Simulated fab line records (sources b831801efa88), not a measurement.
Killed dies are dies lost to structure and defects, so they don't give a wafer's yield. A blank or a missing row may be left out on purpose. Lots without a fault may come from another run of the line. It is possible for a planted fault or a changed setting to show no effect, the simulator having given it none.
Which tool was responsible? || flow gf180mcu || 18 wafers from 6 lots sampled at 5 of the route's 602 steps

WHAT THE GAUGES READ, wafer by wafer
GF_V1_THK_MEAS_01.
{"lot": "L835", "measured": "day 18 05:31", "on": "film-metro-02", "V1_CVD_00_THK (nm)": "609 603 611"}
{"lot": "L838", "measured": "day 19 13:34", "on": "film-metro-01", "V1_CVD_00_THK (nm)": "604 605 604"}
{"lot": "L840", "measured": "day 20 01:31", "on": "film-metro-02", "V1_CVD_00_THK (nm)": "589 596 590"}
{"lot": "L842", "measured": "day 20 22:20", "on": "film-metro-04", "V1_CVD_00_THK (nm)": "611 599 611"}
{"lot": "L844", "measured": "day 21 12:23", "on": "film-metro-01", "V1_CVD_00_THK (nm)": "593 597 600"}
{"lot": "L851", "measured": "day 23 22:11", "on": "film-metro-01", "V1_CVD_00_THK (nm)": "294 297 303 294 297 303"}

WHAT TOOL EACH LOT RAN ON (gives the tool, then ch and the chambers of the sampled wafers, and finally the start)
{"lot": "L835", "GF_CONTACT_SPUTTER_22": "pvd-sputter-03, day 17 04:28", "GF_M1_SPUTTER_00": "pvd-sputter-01, day 17 05:09", "GF_M1_METAL_ETCH_16": "rie-metal-01 ch 0,1, day 18 04:46", "GF_V1_CVD_00": "hdpcvd-01 ch 0,2, day 18 05:25"}
{"lot": "L838", "GF_CONTACT_SPUTTER_22": "pvd-sputter-01, day 18 11:04", "GF_M1_SPUTTER_00": "pvd-sputter-04, day 18 11:45", "GF_M1_METAL_ETCH_16": "rie-metal-01 ch 0,1, day 19 12:50", "GF_V1_CVD_00": "hdpcvd-01 ch 0,1, day 19 13:29"}
{"lot": "L840", "GF_CONTACT_SPUTTER_22": "pvd-sputter-03, day 18 23:04", "GF_M1_SPUTTER_00": "pvd-sputter-01, day 18 23:45", "GF_M1_METAL_ETCH_16": "rie-metal-02 ch 0,1, day 20 00:46", "GF_V1_CVD_00": "hdpcvd-02 ch 0,2, day 20 01:26"}
{"lot": "L842", "GF_CONTACT_SPUTTER_22": "pvd-sputter-02, day 19 19:56", "GF_M1_SPUTTER_00": "pvd-sputter-01, day 19 20:37", "GF_M1_METAL_ETCH_16": "rie-metal-03 ch 0, day 20 21:29", "GF_V1_CVD_00": "hdpcvd-01 ch 1,2, day 20 22:16"}
{"lot": "L844", "GF_CONTACT_SPUTTER_22": "pvd-sputter-02, day 20 09:55", "GF_M1_SPUTTER_00": "pvd-sputter-01, day 20 10:36", "GF_M1_METAL_ETCH_16": "rie-metal-03 ch 0,1, day 21 11:15", "GF_V1_CVD_00": "hdpcvd-01 ch 0,1,2, day 21 12:19"}
{"lot": "L851", "GF_CONTACT_SPUTTER_22": "pvd-sputter-02, day 22 21:11", "GF_M1_SPUTTER_00": "pvd-sputter-03, day 22 21:52", "GF_M1_METAL_ETCH_16": "rie-metal-02 ch 1, day 23 21:02", "GF_V1_CVD_00": "hdpcvd-01 ch 0,2, day 23 22:05"}
- GF_CONTACT_SPUTTER_22: material Ti, target thk 15 nm, time 80.02 s.
- GF_M1_SPUTTER_00: material Ti, target thk 37.5 nm, time 150 s.
- GF_M1_METAL_ETCH_16: etches the open film in Cl2/BCl3, stops on SiO2, target depth 750.8 nm, time 125.1 s.
- GF_V1_CVD_00: deposits SiO2, target thk 600 nm, time 100 s.

THE ANSWER, worked out from the rows above alone
Rule: what is usual is taken from the lots themselves. The widest of any qualifying gaps counts: lots, ordered by their means at a reading, are off when they make up no more than a third of the lots, leave a main group of 4 or more, and stand apart from it by 3 or more times the standard deviation of that group's means. The tables above print the reading to a certain number of digits; a main group whose means all agree to those digits is not used. Also off: a lot with no number at a reading for which 4 or more lots have one. Where the step has rows for the other lots, those lots are counted as sound.
Off: at GF_V1_THK_MEAS_01 (V1_CVD_00_THK), L851. Mean 601 nm and standard deviation 6.3 in the main group.
A tool fits if, at a process step before that reading, it ran every lot that is off, and no sound lot after the first of them. Gauges at GF_V1_THK_MEAS_01: tried the same way as those tools. Can't be told from this: 5 tools fit, pvd-sputter-02 at GF_CONTACT_SPUTTER_22, pvd-sputter-03 at GF_M1_SPUTTER_00, rie-metal-02 at GF_M1_METAL_ETCH_16, hdpcvd-01 at GF_V1_CVD_00, film-metro-01 at GF_V1_THK_MEAS_01.

WHAT WAS PUT IN BY THE SIMULATOR
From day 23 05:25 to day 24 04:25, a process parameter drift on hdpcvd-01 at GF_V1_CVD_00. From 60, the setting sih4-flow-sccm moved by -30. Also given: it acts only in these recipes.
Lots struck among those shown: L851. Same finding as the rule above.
